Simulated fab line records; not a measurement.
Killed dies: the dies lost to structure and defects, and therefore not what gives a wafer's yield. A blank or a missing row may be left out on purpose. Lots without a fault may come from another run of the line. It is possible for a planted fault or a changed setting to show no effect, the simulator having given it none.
Comparing a struck lot with a sound one ; flow sky130 ; 38 out of 708 route steps
Sound: these wafers, L453.1, L453.5, L453.6. The struck wafers were L461.2, L461.3, L461.4. The cause is named last.
Per side, at each step with rows, come the tool, then ch with its chambers, and then its first start. Under that, the readings that differ: sound wafers ; struck wafers ; difference of the means ; sigmas: that difference in standard deviations of wafers without a fault.
alike: readings with means less than 2 such deviations apart, plus words and numbers identical on both sides. not compared: withheld readings, readings lacking a value on some wafer, bounds such as >300 that could conceal the same value, and numbers that have no deviation in the record and whose values overlap.
A row with sigmas, a row that says differs or no value, or rows on one side alone: a step with any of these is where the two part. When numbers do not overlap yet have no deviation, they are printed without sigmas and do not part them. Lack of a reading on every wafer of one side parts them only where that side has two or more wafers.

first, 9 steps without rows for these wafers: SKY_VIA3_SPUTTER_20 (material TiN, target thk 20 nm, time 80 s); SKY_VIA3_CVD_21 (deposits W, target thk 390 nm, time 117.31 s); SKY_VIA3_CMP_24 (polishes, stops on SiO2, t overpolish 20 s, target thk 0 nm); SKY_METAL4_SPUTTER_00 (material Ti, target thk 15 nm, time 10 s); SKY_METAL4_SPUTTER_01 (material TiN, target thk 20 nm, time 16.7 s); SKY_METAL4_SPUTTER_02 (material AlCu, target thk 735 nm, time 39.1 s); SKY_METAL4_SPUTTER_03 (material Ti, target thk 5 nm, time 3.3 s); SKY_METAL4_SPUTTER_04 (material TiN, target thk 70 nm, time 58.3 s); SKY_CAP2M_CVD_00 (deposits SiO2, target thk 15.5 nm).
SKY_CAP2M_SPUTTER_02: material TiN, target thk 200 nm, time 166.7 s.
  sound: pvd_sputter-01 at day 41 23:10; struck: pvd_sputter-01 at day 43 21:23
reading;sound;struck;difference;sigmas
model.TiN_of_CAP2M_SPUTTER_02.thk_nm (nm);200.9 201.1 199.7;210.2 211 211.9;+10.5;
  alike: substrate_temp_c, throttle_valve_pct
SKY_CAP2M_RS_MEAS_03: a four-point-probe measurement.
  sound: film_metro-04 at day 41 23:16; struck: film_metro-02 at day 43 21:31
reading;sound;struck;difference;sigmas
CAP2M_TIN_RS (ohm/sq);6.88 6.88 6.91;6.57 6.55 6.53;-0.34;-5
SKY_CAP2M_THK_MEAS_04: measures by xrf.
  sound: film_metro-04 at day 41 23:23; struck: film_metro-02 at day 43 21:38
reading;sound;struck;difference;sigmas
CAP2M_TIN_THK (nm);203.2 203.6 202.3;214.8 216.1 215.9;+12.6;+6
then, 7 steps without rows for these wafers: SKY_CAP2M_DEHYDRATE_05 (time 60 s); SKY_CAP2M_HMDS_06 (prime time 60 s); SKY_CAP2M_COAT_07 (resist thk 1140 nm); SKY_CAP2M_SOFTBAKE_08 (time 60 s); SKY_CAP2M_EXPOSE_09 (exposes mask CAP2M, target cd 1000 nm); SKY_CAP2M_PEB_10; SKY_CAP2M_DEVELOP_11 (develop time 60 s).
SKY_CAP2M_METAL_ETCH_13: etches TiN in Cl2/BCl3, stops on SiO2, target depth 220 nm, time 62.9 s.
  sound on rie_metal-03 ch 0,1, day 42 22:34; struck on rie_metal-03 ch 0,1, day 44 19:23
reading;sound;struck;difference;sigmas
oes_product_au (a.u.);0.941 0.943 0.945;0.965 0.974 0.974;+0.028;+4
  alike: drypump_motor_current_A, he_backside_leak_sccm, throttle_valve_pct
  not compared: rf_hours_counter_h
then, 16 steps without rows for these wafers: SKY_CAP2M_STRIP_14 (strips in O2/N2); SKY_CAP2M_STRIP_15 (strips in post etch residue remover, time 1200 s); SKY_CAP2M_CLEAN_16 (cleans in IPA, time 180 s); SKY_CAP2M_CLEAN_17 (cleans in O3/DIW); SKY_METAL4_DEHYDRATE_05 (time 60 s); SKY_METAL4_HMDS_06 (prime time 60 s); SKY_METAL4_COAT_07 (resist thk 60 nm); SKY_METAL4_COAT_08 (resist thk 1140 nm); SKY_METAL4_SOFTBAKE_09 (time 90 s); SKY_METAL4_EXPOSE_10 (exposes mask MM4, target cd 300 nm); SKY_METAL4_PEB_11; SKY_METAL4_DEVELOP_12 (develop time 60 s); SKY_METAL4_DESCUM_15 (chemistry O2, time 8 s); SKY_METAL4_ETCH_16 (etches BARC in N2/H2, stops on SiO2, time 88.2 s, target depth 60 nm); SKY_METAL4_ETCH_17 (etches SiO2 in C4F8/O2/Ar, stops on TiN, time 3.9 s, target depth 15 nm); SKY_METAL4_METAL_ETCH_18 (etches the open film in Cl2/BCl3, stops on SiO2, target depth 845 nm, time 183.1 s).
SKY_METAL4_STRIP_20: strips in post etch residue remover, time 1200 s.
  sound on wet_bench-02 ch 1, day 43 22:38; struck on wet_bench-02 ch 3, day 45 17:22
reading;sound;struck;difference;sigmas
model.TiN_of_CAP2M_SPUTTER_02.thk_nm (nm);200.1 200.2 198.9;209.3 210.1 211;+10.4;
  alike: temp_c
-- the record jumps here: 4 days lie between the struck wafers' starts before and after (it left off in module METAL4 and takes up again in module PAD_OPEN, whose first step shown is number 708 of the route) --
SKY_PAD_OPEN_PROBE_99:
  sound: prober-01 at day 47 15:55; struck: prober-02 at day 49 05:40
reading;sound;struck;difference;sigmas
model.etest.cap_mim2.plate_ohm_sq;5.925 5.985 5.995;5.687 5.655 5.703;-0.287;
  alike: defect_limited_yield, killed_at_M0_to_M3, killed_at_M4_up, killed_at_contacts, killed_at_front_end, killed_at_other, killed_dies, killed_open, killed_short, sort_bin_3_pad_short, sort_bin_5_function, sort_bin_6_memory, sort_n_pass, sort_yield_pct

== WHERE THEY PART ==
First at SKY_CAP2M_RS_MEAS_03; last, within this record, at SKY_CAP2M_METAL_ETCH_13. Later steps at which nothing parts them and some readings are alike: SKY_METAL4_STRIP_20, SKY_PAD_OPEN_PROBE_99.

WHY: whatever the simulator had introduced
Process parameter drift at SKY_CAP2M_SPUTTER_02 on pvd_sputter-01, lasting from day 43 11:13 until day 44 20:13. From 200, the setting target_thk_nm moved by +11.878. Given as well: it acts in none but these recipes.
